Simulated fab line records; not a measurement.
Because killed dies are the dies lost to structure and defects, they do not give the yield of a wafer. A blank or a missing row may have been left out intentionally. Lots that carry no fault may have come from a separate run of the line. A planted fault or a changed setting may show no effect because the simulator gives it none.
A lot that was struck, set against a sound lot / flow sfq_line / 15 out of 325 route steps
Sound: these wafers, L913.1, L913.5, L913.6. Struck: wafer L922.2 (L922.3, L922.5, from the same lot, were not struck and are left out); the cause is given at the end.
For every step that has rows: the tool of each side, followed by ch and its chambers, followed by its first start. Under that, the readings that differ: sound wafers / struck wafers / difference of the means / sigmas: that difference in standard deviations of wafers without a fault.
alike: a reading whose means differ by less than 2 such deviations, as well as words and numbers matching on both sides. not compared: withheld readings; readings where some wafer has no value; bounds like >300 that might hide an equal value; numbers whose values overlap and for which the record gives no deviation.
A row with sigmas, a row that says differs or no value, or rows on one side alone: a step with any of these is where the two part. Non-overlapping numbers with no deviation appear without sigmas and do not part them. A reading that every wafer of one side lacks parts them only if that side has two wafers or more.

first, 1 step without rows for these wafers: SFQ_TRILAYER_M6_STRIP_SOLV_CLEAN_164 (cleans in NMP, time 600 s).
SFQ_TRILAYER_I6_DEP_PECVD_165: deposits SiO2 from SiH4/N2O, time 111.11 s, target thk 500 nm.
  sound on pecvd-04 ch 1,2, day 75 16:41; struck on pecvd-03 ch 1, day 78 12:52
reading=throttle_valve_pct (%); sound=22.1 22.0 22.3; struck=25.4; difference=+3.3; sigmas=+2
  alike: heater_power_w
SFQ_TRILAYER_I6_CMP_CMP_166: polishes SiO2.
  sound on cmp-01 ch 1,2, day 76 03:15; struck on cmp-02 ch 3, day 78 13:26
  alike: motor_current_A, retaining_ring_pressure_frac, time_to_endpoint_s
SFQ_I6_BOW_MEAS_941:
  sound on film_metro-04, day 76 05:45; struck on film_metro-04, day 78 15:58
  alike: I6_BOW
SFQ_TRILAYER_I6_METRO_MEASURE_167:
  sound on film_metro-04, day 76 05:52; struck on film_metro-04, day 78 16:16
  alike: thk_nm
then, 6 steps without rows for these wafers: SFQ_TRILAYER_I6_VIA_LITHO_COAT_174 (resist thk 62 nm); SFQ_TRILAYER_I6_VIA_LITHO_COAT_169 (resist thk 650 nm); SFQ_TRILAYER_I6_VIA_LITHO_SOFTBAKE_173; SFQ_TRILAYER_I6_VIA_LITHO_EXPOSE_170 (exposes mask I6, target cd 700 nm); SFQ_TRILAYER_I6_VIA_LITHO_PEB_172 (peb time 60 s); SFQ_TRILAYER_I6_VIA_LITHO_DEVELOP_171 (time 60 s).
-- the record jumps here: 4 days lie between the struck wafers' starts before and after --
SFQ_I6_OVL_MEAS_942:
  sound on overlay-02, day 80 06:30; struck on overlay-02, day 82 07:49
  alike: I6_OVL
SFQ_TRILAYER_I6_VIA_BARC_OPEN_VIA_ETCH_235: etches BARC in O2, target depth 125 nm, time 41.7 s.
  sound on rie_diel-04 ch 2,3, day 80 06:32; struck on rie_diel-02 ch 0, day 82 07:51
reading=model.KrF_of_TRILAYER_I6_VIA_LITHO_COAT_169.thk_nm (nm); sound=574.8 574 574.7; struck=553; difference=-22; sigmas=
  alike: drypump_motor_current_A, oes_product_au
  not compared: rf_hours_counter_h
SFQ_TRILAYER_I6_VIA_ETCH_VIA_ETCH_172: etches SiO2 in CHF3, stops on Nb, target depth 260 nm.
  sound on rie_diel-04 ch 2,3, day 80 06:35; struck on rie_diel-02 ch 0, day 82 07:53
reading=model.KrF_of_TRILAYER_I6_VIA_LITHO_COAT_169.thk_nm (nm); sound=529.8 528.7 529.4; struck=509; difference=-20; sigmas=
  alike: drypump_motor_current_A, oes_product_au
SFQ_TRILAYER_I6_VIA_STRIP_STRIP_173: strips in O2.
  sound on rie_metal-01 ch 0,1, day 80 06:41; struck on rie_metal-03 ch 0, day 82 08:01
reading=oes_product_au (a.u.); sound=0.990 0.988 0.984; struck=1.013; difference=+0.026; sigmas=+3
  alike: drypump_motor_current_A
  not compared: rf_hours_counter_h

## WHERE THEY PART
First at SFQ_TRILAYER_I6_DEP_PECVD_165; last, within this record, at SFQ_TRILAYER_I6_VIA_STRIP_STRIP_173.

WHY: the cause the simulator had injected
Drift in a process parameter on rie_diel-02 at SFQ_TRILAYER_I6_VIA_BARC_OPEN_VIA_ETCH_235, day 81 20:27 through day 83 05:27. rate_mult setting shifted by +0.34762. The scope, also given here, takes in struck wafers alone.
